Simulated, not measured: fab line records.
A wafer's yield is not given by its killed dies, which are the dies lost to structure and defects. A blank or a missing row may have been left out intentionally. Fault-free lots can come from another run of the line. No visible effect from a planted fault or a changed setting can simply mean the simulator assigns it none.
Lot-split experiment ; flow gf180mcu ; on a route of 602 steps: 5 lots, 23 wafers read

SPLIT DETAILS
At GF_VT_IMPLANT_COAT_02 (resist thk 1000 nm), the setting spin_rpm was moved away from the recipe's 3000 rpm on 11 of the 23 wafers read, by -6.8% to +4.6%. For the rest of the wafers, this setting stayed at what the recipe calls for.

The split's own step is where the reading is taken.

THE READING
NOVOLAK_of_VT_IMPLANT_COAT_02.thk_nm (the simulator's own value, which no gauge read), in nm, at GF_VT_IMPLANT_COAT_02 (resist thk 1000 nm). There is no usual value for it anywhere in the file. Here, 12 wafers ran the recipe; their average is 1000.5 nm with a standard deviation of 2.8 nm.

wafer;tool, chamber at the split;spin_rpm as run, rpm;against the recipe;NOVOLAK_of_VT_IMPLANT_COAT_02.thk_nm, nm;against lot-mates on the recipe
L074.1;litho_track-01, 0;3000;recipe;1002;-
L074.4;litho_track-01, 0;3000;recipe;1002;-
L074.2;litho_track-01, 0;2796;-6.8%;1040;+38.0
L074.3;litho_track-01, 0;2796;-6.8%;1042;+40.0
L074.6;litho_track-01, 0;2796;-6.8%;1038;+36.0
L075.1;litho_track-03, 0;3000;recipe;995.8;-
L075.2;litho_track-03, 0;3000;recipe;998.8;-
L075.3;litho_track-03, 0;2911;-3.0%;1013;+16.5
L075.5;litho_track-03, 0;2911;-3.0%;1014;+17.5
L075.6;litho_track-03, 0;3000;recipe;995;-
L077.1;litho_track-03, 0;3000;recipe;1004;-
L077.2;litho_track-03, 0;3139;+4.6%;980.1;-22.4
L077.4;litho_track-03, 0;3000;recipe;1001;-
L077.5;litho_track-03, 0;3139;+4.6%;980.6;-21.9
L077.6;litho_track-03, 0;3139;+4.6%;978.9;-23.6
L080.1;litho_track-02, 0;3000;recipe;1000;-
L080.3;litho_track-02, 0;3000;recipe;999.1;-
L080.5;litho_track-02, 0;3000;recipe;1002;-
L081.1;litho_track-02, 0;3000;recipe;1004;-
L081.2;litho_track-02, 0;2872;-4.3%;1023;+20.0
L081.3;litho_track-02, 0;2872;-4.3%;1024;+21.0
L081.4;litho_track-02, 0;2872;-4.3%;1024;+21.0
L081.6;litho_track-02, 0;3000;recipe;1002;-

THE FIT
A straight line over all 23 wafers: NOVOLAK_of_VT_IMPLANT_COAT_02.thk_nm changes by -5.25 nm for each +1% of spin_rpm; r = -0.99; the points scatter about the line by 3 nm.
The same after taking each lot's own level away (the mean of its wafers on the recipe; 23 wafers): -5.25 nm for each +1%; r = -1.00; scatter 1.7 nm.
That fit puts the effect of the largest move of spin_rpm on the reading at 36 nm.
From 996.53 to 1003.00 nm: that is the span of the lots' own levels, equal to 2.3 times the standard deviation above.
Consequently the slope shifts little with the lot-to-lot level, the two slopes agreeing.
Check: with one of the wafers moved furthest among these (-6.8%) left out of the fit, the line predicts +35.7 nm for it against its lot-mates. It came out at +38 nm against them.

FURTHER SPLITS ON THESE WAFERS
These wafers also went through other splits before the reading. Each is held against what the fit with the lots' levels taken away leaves over:
other split on the same wafers;wafers away from the commonest value;r with NOVOLAK_of_VT_IMPLANT_COAT_02.thk_nm (lot level and that fit taken away)
GF_LVPWELL_STRIP_10 pressure_mtorr;18;-0.43
GF_MVSD_STRIP_10 o2_flow_sccm;9;+0.50
GF_MVPSD_IMPLANT_09 dose_cm2;9;-0.18

THE WHOLE CHAIN: every reading that the file lists as answering this split, in the file's order
step;what it does;reading;change (the file's fit);r (the file's)
GF_VT_IMPLANT_COAT_02;resist thk 1000 nm;NOVOLAK_of_VT_IMPLANT_COAT_02.thk_nm (the simulator's own value, which no gauge read);-5.29 nm for each +1% of the setting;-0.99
GF_VT_IMPLANT_STRIP_09;strips in O2/N2;strip_time_to_endpoint_s;withheld for each +1% of the setting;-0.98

FILE'S OWN FIT
NOVOLAK_of_VT_IMPLANT_COAT_02.thk_nm changes by -5.29 nm for each +1% of spin_rpm, r = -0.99.
